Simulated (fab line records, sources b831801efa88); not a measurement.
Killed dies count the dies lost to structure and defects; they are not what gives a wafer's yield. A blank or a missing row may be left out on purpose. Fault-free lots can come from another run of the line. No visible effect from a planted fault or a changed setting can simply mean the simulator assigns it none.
2 desks looking at one fault    flow gf180mcu    each desk has only its own numbers; what lay behind them comes last

FROM THE METROLOGY DESK
Means of the sampled wafers that have a number, per lot and without regard to the tool the lot ran on: this is what the gauges read. Marked OUT: a lot whose mean sits more than 4 standard deviations from the usual mean, which makes it out of limits; the brackets give that distance.
Columns: A = V1_BOW at GF_V1_BOW_MEAS_05, usual 82 um; B = V1_W_RS at GF_V1_RS_MEAS_24, usual 0.326 ohm/sq; C = cd nm at GF_V2_CD_MEAS_14, usual 259.8 nm
lot   first seen here  A   B      C
L312  day 17 18:29     93  0.328  258.3
L313  day 18 02:23     79  0.326  261.8
L314  day 18 08:13     76  0.330  258.8
L315  day 18 14:58     80  0.330  259.4
L317  day 19 23:07     85  0.323  262.0
L319  day 20 04:47     74  0.324  259.3
L320  day 20 16:40     79  0.329  260.4
L324  day 22 04:48     80  0.329  279.6 (+13) OUT
L325  day 22 11:39     88  0.325  280.3 (+14) OUT
L331  day 24 16:22     80  0.329  258.2
L332  day 24 21:20     82  0.333  259.2
L333  day 24 23:57     80  0.322  262.7
Finding of this desk: L324, L325 out of limits; the first was L324 at day 25 03:05, on cd nm at GF_V2_CD_MEAS_14. L312, L313, L314, L315, L317, L319, L320, L331, L332, L333: within limits.

DESK OF THE TOOL OWNER: litho track-02
Per lot that ran on this tool, the mean of the sampled wafers carrying a number, from the tool's own readings at GF_V2_SOFTBAKE_10 (time 61.03 s). Marked OUT: a lot whose mean sits more than 4 standard deviations from the usual mean, which makes it out of limits; the brackets give that distance.
Columns: A = heater power total W at GF_V2_SOFTBAKE_10, usual 92.92 W; B = plate sensor t centre C at GF_V2_SOFTBAKE_10, usual 131.02 C; C = plate sensor t edge C at GF_V2_SOFTBAKE_10, usual 131.21 C
lot   first seen here  A                B                         C
L317  day 22 15:00     92.97            131.01                    131.21
L319  day 22 18:00     92.92            131.02                    131.21
L324  day 24 16:00     98.82 (+79) OUT  137.28 (+99 or more) OUT  137.50 (+99 or more) OUT
L325  day 24 21:00     98.73 (+77) OUT  137.28 (+99 or more) OUT  137.50 (+99 or more) OUT
Finding of this desk: L324, L325 out of limits; the first was L324 at day 24 16:00, on heater power total W at GF_V2_SOFTBAKE_10. L317, L319: within limits.

ALL TOGETHER
The tool owner's desk could have raised an alarm at day 24 16:00, on L324, L325.
On L324, L325, the metrology desk was in a position to raise an alarm at day 25 03:05.
Every lot named ran GF_V2_SOFTBAKE_10 on litho track-02.

WHAT THE SIMULATOR HAD INSERTED
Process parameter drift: litho track-02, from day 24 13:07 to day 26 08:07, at GF_V2_SOFTBAKE_10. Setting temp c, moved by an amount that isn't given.
Struck lots among those shown: L324, L325.
Fault start to first reading out of limits, in hours, per desk: tool owner, 3; metrology, 14.
